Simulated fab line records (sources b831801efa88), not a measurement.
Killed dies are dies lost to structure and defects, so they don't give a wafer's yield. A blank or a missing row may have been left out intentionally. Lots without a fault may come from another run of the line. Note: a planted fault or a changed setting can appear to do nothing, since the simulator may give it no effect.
Which of the tools did it? || flow gf180mcu || 13 lots with 39 wafers sampled at 2 steps, on a route of 602 steps

== WHAT EACH GAUGE READ, for each wafer ==
GF_LVPWELL_TW_MEAS_11. Usual: for LVPWELL_TW the level is 562 and the standard deviation is 3.6.
{"lot": "L843", "measured": "day 4 02:34", "on": "film_metro-01", "LVPWELL_TW": "563 568 564", "flag": ""}
{"lot": "L845", "measured": "day 4 13:41", "on": "film_metro-04", "LVPWELL_TW": "561 562 558", "flag": ""}
{"lot": "L848", "measured": "day 5 07:31", "on": "film_metro-01", "LVPWELL_TW": "568 567 571", "flag": ""}
{"lot": "L850", "measured": "day 5 18:17", "on": "film_metro-01", "LVPWELL_TW": "567 570 569", "flag": ""}
{"lot": "L851", "measured": "day 6 02:13", "on": "film_metro-01", "LVPWELL_TW": "560 564 563", "flag": ""}
{"lot": "L853", "measured": "day 6 12:59", "on": "film_metro-04", "LVPWELL_TW": "559 556 554", "flag": ""}
{"lot": "L854", "measured": "day 6 19:06", "on": "film_metro-01", "LVPWELL_TW": "563 564 566", "flag": ""}
{"lot": "L860", "measured": "day 8 02:52", "on": "film_metro-02", "LVPWELL_TW": "563 562 559", "flag": ""}
{"lot": "L861", "measured": "day 8 13:16", "on": "film_metro-04", "LVPWELL_TW": "560 558 558", "flag": ""}
{"lot": "L862", "measured": "day 8 15:02", "on": "film_metro-01", "LVPWELL_TW": "562 562 564", "flag": ""}
{"lot": "L863", "measured": "day 8 20:26", "on": "film_metro-04", "LVPWELL_TW": "556 563 555", "flag": ""}
{"lot": "L864", "measured": "day 9 02:40", "on": "film_metro-02", "LVPWELL_TW": "559 560 560", "flag": ""}
{"lot": "L865", "measured": "day 9 07:32", "on": "film_metro-01", "LVPWELL_TW": "558 559 560", "flag": ""}

GF_VT_IMPLANT_OVL_MEAS_07. Usual: for VT_IMPLANT_OVL the level is 0.3 nm and the standard deviation is 1.3.
{"lot": "L843", "measured": "day 5 21:37", "on": "overlay-01", "VT_IMPLANT_OVL (nm)": "1.0 2.0 1.8", "flag": ""}
{"lot": "L845", "measured": "day 6 10:10", "on": "overlay-02", "VT_IMPLANT_OVL (nm)": "0.5 -0.7 0.5", "flag": ""}
{"lot": "L848", "measured": "day 7 05:53", "on": "overlay-02", "VT_IMPLANT_OVL (nm)": "-0.5 -2.4 1.1", "flag": ""}
{"lot": "L850", "measured": "day 7 17:43", "on": "overlay-01", "VT_IMPLANT_OVL (nm)": "0.1 0.3 -0.5", "flag": ""}
{"lot": "L851", "measured": "day 8 02:05", "on": "overlay-01", "VT_IMPLANT_OVL (nm)": "-0.4 -0.5 0.8", "flag": ""}
{"lot": "L853", "measured": "day 8 14:04", "on": "overlay-02", "VT_IMPLANT_OVL (nm)": "2.1 0.1 -1.7", "flag": ""}
{"lot": "L854", "measured": "day 8 21:14", "on": "overlay-01", "VT_IMPLANT_OVL (nm)": "-1.4 1.5 -1.9", "flag": ""}
{"lot": "L860", "measured": "day 10 07:23", "on": "overlay-01", "VT_IMPLANT_OVL (nm)": "2.5 2.2 1.5", "flag": ""}
{"lot": "L861", "measured": "day 10 17:17", "on": "overlay-02", "VT_IMPLANT_OVL (nm)": "-2.6 -1.6 -2.4", "flag": ""}
{"lot": "L862", "measured": "day 10 19:37", "on": "overlay-02", "VT_IMPLANT_OVL (nm)": "0.8 0.1 2.0", "flag": ""}
{"lot": "L863", "measured": "day 11 03:04", "on": "overlay-01", "VT_IMPLANT_OVL (nm)": "1.6 1.6 1.2", "flag": ""}
{"lot": "L864", "measured": "day 11 09:09", "on": "overlay-01", "VT_IMPLANT_OVL (nm)": "0.5 -0.9 2.1", "flag": ""}
{"lot": "L865", "measured": "day 11 13:41", "on": "overlay-02", "VT_IMPLANT_OVL (nm)": "1.8 2.8 -1.6", "flag": ""}

== EACH LOT AND THE TOOL THAT RAN IT (in order: tool; ch and the chambers of the sampled wafers; start) ==
No process step before these readings appears in the record.

== WHAT THE TOOLS THEMSELVES READ (means of the sampled wafers that have a number; where no wafer has one, the mark that the record gives instead) ==
The record holds no such reading with a usual standard deviation.

== THE ANSWER, worked out from the rows above alone ==
Rule: a lot is off if the mean of its wafers that have a number lies more than 3 standard deviations from the usual mean. A lot without any number at a reading at which 4 lots or more have one is off too. All remaining lots with rows at the step are treated as sound. Order of review: gauges by route order, followed by the tools' own readings, for which a lot's mean as printed above is used. At the first step where some lot is off, the reading lying furthest off is the one used; lots without a number count as furthest.
No lot is off at any reading shown: from this, nothing can be told.

== WHAT THE SIMULATOR PUT IN ==
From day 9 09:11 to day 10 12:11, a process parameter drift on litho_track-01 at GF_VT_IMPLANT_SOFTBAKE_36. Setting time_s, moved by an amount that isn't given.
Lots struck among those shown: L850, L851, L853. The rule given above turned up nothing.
